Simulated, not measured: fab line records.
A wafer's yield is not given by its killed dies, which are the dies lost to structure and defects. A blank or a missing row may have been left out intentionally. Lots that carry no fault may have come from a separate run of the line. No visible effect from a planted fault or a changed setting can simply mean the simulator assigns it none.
Chamber matching | flow sfqLine | SFQ_TRILAYER_I4_CMP_CMP_100 on cmp-02 has 4 sister chambers
The step polishes SiO2. 15 wafers are shown with their chamber, then 7 later ones without.

WAFERS WITH THEIR CHAMBER
wafer  | chamber | motorCurrentA (A) | timeToEndpointS (s)
L963.1 | 2       | 11.7              | 216
L963.4 | 1       | 9.8               | 211
L963.6 | 1       | 10.5              | 210
L964.3 | 2       | 11.6              | 215
L964.4 | 1       | 10.1              | 210
L964.5 | 2       | 11.1              | 218
L965.2 | 3       | 9.2               | 200
L965.5 | 0       | 10.8              | 213
L965.6 | 3       | 8.5               | 215
L968.3 | 1       | 9.7               | 221
L968.2 | 3       | 8.5               | 215
L968.5 | 1       | 9.6               | 219
L970.2 | 1       | 9.6               | 209
L970.1 | 3       | 9.3               | 204
L970.3 | 0       | 10.2              | 214

SIGNATURES, as means of the wafers listed above
reading         | chamber 0 | chamber 1 | chamber 2 | chamber 3 | scatter within a chamber
motorCurrentA   | 10.500    | 9.883     | 11.467    | 8.875     | 0.379
timeToEndpointS | 213.50    | 213.33    | 216.33    | 208.50    | 5.39
Rule: for each reading, subtract the chamber's mean from the wafer's reading, divide by that reading's scatter and square the result; add these up over the readings and take the root, which gives the wafer's distance from the chamber. If the next closest chamber is less than 2 further off than the closest, the wafer can't be placed; otherwise it belongs to the closest. The scatter: the root of (the sum of the squares of (reading less its chamber's mean) over the shown wafers, divided by (wafers less chambers)).

WAFERS WHOSE CHAMBER IS MISSING
wafer  | motorCurrentA (A) | timeToEndpointS (s)
L974.1 | 9.9               | 205
L974.2 | 10.1              | 199
L974.5 | 8.5               | 226
L977.1 | 10.2              | 204
L985.2 | 11.2              | 217
L985.4 | 8.8               | 211
L985.1 | 10.2              | 204

CHAMBER TAKEN BY EACH
wafer  | from the rows above          | in truth
L974.1 | can't be placed: 1 or 0 or 3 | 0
L974.2 | can't be placed: 1 or 0 or 3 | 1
L974.5 | can't be placed: 3 or 1      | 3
L977.1 | can't be placed: 1 or 0 or 3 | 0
L985.2 | can't be placed: 2 or 0      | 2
L985.4 | 3                            | 3
L985.1 | can't be placed: 1 or 0 or 3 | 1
1 of 7 placed correctly. Not placeable from these rows: 6 (in 6, the candidates include the true chamber). Placed wrongly: 0.
